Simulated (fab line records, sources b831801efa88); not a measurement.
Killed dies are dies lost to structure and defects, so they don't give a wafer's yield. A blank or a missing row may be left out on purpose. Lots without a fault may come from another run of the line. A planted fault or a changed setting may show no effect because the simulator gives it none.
Chamber matching | flow gf180mcu | GF_M5_ETCH_09 on rie_diel-03: 4 sister chambers
The step etches Si3N4 in CF4/O2, target depth 52 nm, time 11.6 s. 8 wafers are shown with their chamber, then 7 later ones without.

WAFERS WITH THEIR CHAMBER
wafer  | chamber | oes_product_au (a.u.) | throttle_valve_pct (%)
L678.3 | 2       | 1.003                 | 5.979
L685.1 | 1       | 0.982                 | 5.981
L685.5 | 3       | 1.005                 | 5.982
L686.2 | 0       | 0.983                 | 5.960
L686.4 | 3       | 1.009                 | 5.968
L686.5 | 0       | 0.976                 | 5.962
L688.1 | 2       | 1.013                 | 5.972
L688.4 | 1       | 1.008                 | 5.962

WAFERS WITHOUT THEIR CHAMBER
wafer  | oes_product_au (a.u.) | throttle_valve_pct (%)
L688.6 | 1.007                 | 5.965
L690.1 | 1.011                 | 5.963
L690.5 | 0.984                 | 5.969
L690.6 | 0.994                 | 5.969
L692.1 | 0.996                 | 5.970
L692.2 | 0.980                 | 5.953
L692.4 | 0.988                 | 5.962

WHICH CHAMBER EACH WENT THROUGH
wafer  | from the rows above               | in truth
L688.6 | can't be placed: 3 or 2 or 1 or 0 | 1
L690.1 | can't be placed: 3 or 2 or 1 or 0 | 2
L690.5 | can't be placed: 0 or 1 or 3 or 2 | 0
L690.6 | can't be placed: 1 or 3 or 2 or 0 | 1
L692.1 | can't be placed: 1 or 3 or 2 or 0 | 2
L692.2 | can't be placed: 0 or 1           | 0
L692.4 | can't be placed: 0 or 1 or 3 or 2 | 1
Placed correctly: 0 of 7. Can't be placed from these rows: 7 (the true chamber is among the candidates in 7). Placed wrongly: 0.
How it was worked out, from the rows above alone: a wafer's distance from a chamber is the root of the sum, over the readings, of the square of ((its reading less the chamber's mean) divided by the reading's scatter). The wafer belongs to the nearest chamber; if the next one is less than 2 further off, it can't be placed. A chamber's mean is the mean of its shown wafers. The scatter: the root of (the sum of the squares of (reading less its chamber's mean) over the shown wafers, divided by (wafers less chambers)).
